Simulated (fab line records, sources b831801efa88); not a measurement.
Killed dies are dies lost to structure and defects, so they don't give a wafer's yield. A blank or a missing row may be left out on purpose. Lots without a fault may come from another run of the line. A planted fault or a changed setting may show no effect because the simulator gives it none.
Which tool did it? | flow gf180mcu | 14 lots, 42 wafers sampled, at 4 steps of a route of 602

WHAT THE GAUGES READ, wafer by wafer
The record holds no reading of a measuring or inspecting step that can be judged against a usual standard deviation.

WHICH TOOL RAN EACH LOT (tool, then ch and the chambers of the sampled wafers, then the start)
lot  | GF_M4_SPUTTER_03             | GF_V4_CMP_04                  | GF_V4_PEB_12                      | GF_V4_SPUTTER_21
L990 | pvd_sputter-04, day 22 01:10 | cmp-02 ch 1,2,3, day 23 01:35 | litho_track-02 ch 0, day 24 00:26 | pvd_sputter-03, day 24 01:37
L993 | pvd_sputter-04, day 23 07:19 | cmp-02 ch 0,1,2, day 24 06:59 | litho_track-02 ch 0, day 25 05:15 | pvd_sputter-03, day 25 06:43
L994 | pvd_sputter-01, day 23 20:28 | cmp-01 ch 0,1, day 24 19:42   | litho_track-01 ch 0, day 25 16:29 | pvd_sputter-03, day 25 17:35
L995 | pvd_sputter-04, day 24 13:17 | cmp-01 ch 0,1,3, day 25 12:23 | litho_track-02 ch 0, day 26 09:36 | pvd_sputter-02, day 26 10:46
L999 | pvd_sputter-03, day 26 07:04 | cmp-01 ch 0,1, day 27 04:05   | litho_track-04 ch 0, day 28 00:25 | pvd_sputter-02, day 28 01:36
L101 | pvd_sputter-01, day 26 07:49 | cmp-01 ch 0,1,2, day 27 04:55 | litho_track-01 ch 0, day 28 00:34 | pvd_sputter-03, day 28 01:41
L102 | pvd_sputter-03, day 27 03:19 | cmp-01 ch 1,2,3, day 28 00:24 | litho_track-01 ch 0, day 28 19:40 | pvd_sputter-03, day 28 20:53
L104 | pvd_sputter-04, day 27 12:29 | cmp-02 ch 2,3, day 28 09:17   | litho_track-01, day 29 03:58      | pvd_sputter-03, day 29 05:07
L105 | pvd_sputter-03, day 27 15:46 | cmp-01 ch 1,2, day 28 12:01   | litho_track-01, day 29 07:44      | pvd_sputter-03, day 29 08:50
L106 | pvd_sputter-01, day 28 02:13 | cmp-02 ch 0,1,2, day 28 22:26 | litho_track-04 ch 0, day 29 16:52 | pvd_sputter-02, day 29 18:02
L108 | pvd_sputter-04, day 28 07:00 | cmp-01 ch 1,2,3, day 29 03:25 | litho_track-01 ch 0, day 29 21:37 | pvd_sputter-02, day 29 22:48
L111 | pvd_sputter-03, day 29 11:28 | cmp-01 ch 1,2, day 30 07:42   | litho_track-02 ch 0, day 31 01:32 | pvd_sputter-02, day 31 02:44
L112 | pvd_sputter-03, day 29 14:53 | cmp-02 ch 2,3, day 30 10:14   | litho_track-02 ch 0, day 31 04:23 | pvd_sputter-03, day 31 05:33
L113 | pvd_sputter-01, day 29 23:30 | cmp-02 ch 1,2, day 30 18:29   | litho_track-01 ch 0, day 31 12:29 | pvd_sputter-02, day 31 21:44
- GF_M4_SPUTTER_03: material Ti, target thk 10 nm, time 6.7 s.
- GF_V4_CMP_04: polishes SiO2.
- GF_V4_PEB_12: peb time 90 s.
- GF_V4_SPUTTER_21: material Ti, target thk 15 nm, time 80.02 s.

WHAT THE TOOLS THEMSELVES READ (means of the sampled wafers that have a number; where no wafer has one, the mark that the record gives instead)
GF_M4_SPUTTER_03.
lot  | tool           | chamber_pressure_pa (Pa) | throttle_valve_pct (%)
L990 | pvd_sputter-04 | 0.3000                   | 30.3
L993 | pvd_sputter-04 | 0.3004                   | 30.6
L994 | pvd_sputter-01 | 0.2997                   | 31.3
L995 | pvd_sputter-04 | 0.3007                   | 31.3
L999 | pvd_sputter-03 | 0.3006                   | 30.5
L101 | pvd_sputter-01 | 0.2999                   | 30.8
L102 | pvd_sputter-03 | 0.2998                   | 30.0
L104 | pvd_sputter-04 | 0.2995                   | 30.4
L105 | pvd_sputter-03 | 0.2994                   | 29.6
L106 | pvd_sputter-01 | 0.2997                   | 31.2
L108 | pvd_sputter-04 | 0.3000                   | 30.7
L111 | pvd_sputter-03 | 0.3003                   | 30.7
L112 | pvd_sputter-03 | 0.3001                   | 30.6
L113 | pvd_sputter-01 | 0.2998                   | 30.9

GF_V4_CMP_04.
lot  | tool   | edge_zone_pressure_frac | head_pressure_psi (psi) | motor_current_A (A) | time_to_endpoint_s (s)
L990 | cmp-02 | 1.006                   | 4.005                   | 12.7                | 82
L993 | cmp-02 | 1.001                   | 3.983                   | 12.5                | 86
L994 | cmp-01 | 0.996                   | 3.999                   | 12.9                | 82
L995 | cmp-01 | 1.000                   | 4.009                   | 11.7                | 76
L999 | cmp-01 | 0.997                   | 4.007                   | 12.4                | 81
L101 | cmp-01 | 1.000                   | 4.003                   | 12.4                | 85
L102 | cmp-01 | 0.996                   | 3.997                   | 11.7                | 74
L104 | cmp-02 | 1.003                   | 4.000                   | 12.6                | 79
L105 | cmp-01 | 0.999                   | 3.993                   | 12.1                | 77
L106 | cmp-02 | 0.999                   | 3.998                   | 12.4                | 84
L108 | cmp-01 | 1.004                   | 4.007                   | 11.5                | 81
L111 | cmp-01 | 1.000                   | 4.003                   | 12.1                | 82
L112 | cmp-02 | 1.000                   | 4.003                   | 13.0                | 84
L113 | cmp-02 | 0.999                   | 3.998                   | 12.5                | 94

GF_V4_PEB_12.
lot  | tool           | chill_plate_temp_C (C) | exhaust_pa (Pa) | plate_temp_C (C) | resist_line_temp_C (C)
L990 | litho_track-02 | 23.12                  | 44.8            | 134.87           | 22.95
L993 | litho_track-02 | 23.01                  | 44.7            | 134.73           | 23.17
L994 | litho_track-01 | 23.00                  | 45.5            | 135.08           | 23.03
L995 | litho_track-02 | 22.98                  | 45.8            | 135.00           | 22.89
L999 | litho_track-04 | 23.11                  | 45.2            | 135.01           | 22.95
L101 | litho_track-01 | 23.08                  | 45.6            | 135.06           | 22.99
L102 | litho_track-01 | 23.02                  | 44.5            | 134.98           | 23.07
L104 | litho_track-01 | -                      | -               | -                | -
L105 | litho_track-01 | -                      | -               | -                | -
L106 | litho_track-04 | 22.98                  | 46.5            | 134.92           | 23.03
L108 | litho_track-01 | 22.97                  | 44.1            | 135.01           | 23.02
L111 | litho_track-02 | 23.01                  | 45.1            | 135.14           | 22.94
L112 | litho_track-02 | 23.07                  | 46.0            | 134.98           | 22.93
L113 | litho_track-01 | 23.01                  | 44.3            | 134.96           | 22.81

GF_V4_SPUTTER_21.
lot  | tool           | chamber_pressure_pa (Pa) | throttle_valve_pct (%)
L990 | pvd_sputter-03 | 5.001                    | 30.8
L993 | pvd_sputter-03 | 4.993                    | 30.4
L994 | pvd_sputter-03 | 4.995                    | 30.4
L995 | pvd_sputter-02 | 4.998                    | 29.0
L999 | pvd_sputter-02 | 4.997                    | 30.8
L101 | pvd_sputter-03 | 4.996                    | 30.7
L102 | pvd_sputter-03 | 4.998                    | 30.8
L104 | pvd_sputter-03 | 5.004                    | 30.7
L105 | pvd_sputter-03 | 5.001                    | 30.8
L106 | pvd_sputter-02 | 5.001                    | 31.7
L108 | pvd_sputter-02 | 4.994                    | 31.6
L111 | pvd_sputter-02 | 4.997                    | 30.2
L112 | pvd_sputter-03 | 5.008                    | 30.4
L113 | pvd_sputter-02 | 5.013                    | 30.5

THE ANSWER, worked out from the rows above alone
Rule: what is usual is taken from the lots themselves. Put in order of their means at a reading, lots are off if they are a third of the lots or fewer, leave a main group of 4 or more, and stand apart from it by a gap of 3 or more times the standard deviation of the main group's means; of several such gaps the widest counts. A main group whose means are all the same, to the digits that the tables above print for the reading, isn't used. A lot without any number at a reading at which 4 lots or more have one is off too. The other lots that the step has rows for count as sound. The gauges are gone through in route order, then the tools' own readings, and for those a lot's mean is taken as printed above. The first step at which some lot is off is used, and at that step the reading that is off furthest; a lot without a number counts as furthest.
Off: L104, L105, at GF_V4_PEB_12 (chill_plate_temp_C). Without a number there: L104, L105. The main group: mean 23.03 C, standard deviation 0.049.
A tool fits if, at that step or a process step before it, it ran every lot that is off, and no sound lot after the first of them. None of those tried fits.

WHAT THE SIMULATOR HAD PUT IN
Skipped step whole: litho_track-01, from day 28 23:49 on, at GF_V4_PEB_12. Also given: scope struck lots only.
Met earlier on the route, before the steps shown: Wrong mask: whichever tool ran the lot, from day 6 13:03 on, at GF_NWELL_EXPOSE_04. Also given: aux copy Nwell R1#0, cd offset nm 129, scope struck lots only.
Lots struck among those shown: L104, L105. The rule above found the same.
